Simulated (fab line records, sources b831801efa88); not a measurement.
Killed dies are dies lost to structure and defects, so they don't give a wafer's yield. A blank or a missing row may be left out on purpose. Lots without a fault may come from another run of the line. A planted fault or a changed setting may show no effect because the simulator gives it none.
Chamber matching | flow sky130 | SKY_PASSIVATION_CVD_00 on pecvd-03: 3 sister chambers
The step deposits SiO2, target thk 90 nm. 6 wafers are shown with their chamber, then 8 later ones without.

WAFERS WITH THEIR CHAMBER
wafer  | chamber | heater_power_w (W)
L082.1 | 0       | 598
L082.2 | 1       | 568
L084.4 | 1       | 531
L084.5 | 0       | 601
L084.6 | 2       | 693
L089.1 | 2       | 594

WAFERS WITHOUT THEIR CHAMBER
wafer  | heater_power_w (W)
L089.3 | 631
L089.6 | 602
L093.1 | 638
L093.4 | 647
L093.5 | 695
L094.3 | 562
L094.4 | 628
L094.6 | 565

WHICH CHAMBER EACH WENT THROUGH
wafer  | from the rows above          | in truth
L089.3 | can't be placed: 2 or 0 or 1 | 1
L089.6 | can't be placed: 0 or 2 or 1 | 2
L093.1 | can't be placed: 2 or 0 or 1 | 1
L093.4 | can't be placed: 2 or 0      | 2
L093.5 | can't be placed: 2 or 0      | 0
L094.3 | can't be placed: 1 or 0 or 2 | 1
L094.4 | can't be placed: 2 or 0 or 1 | 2
L094.6 | can't be placed: 1 or 0 or 2 | 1
Placed correctly: 0 of 8. Can't be placed from these rows: 8 (the true chamber is among the candidates in 8). Placed wrongly: 0.
How it was worked out, from the rows above alone: a wafer's distance from a chamber is the root of the sum, over the readings, of the square of ((its reading less the chamber's mean) divided by the reading's scatter). The wafer belongs to the nearest chamber; if the next one is less than 2 further off, it can't be placed. A chamber's mean is the mean of its shown wafers. The scatter: the root of (the sum of the squares of (reading less its chamber's mean) over the shown wafers, divided by (wafers less chambers)).
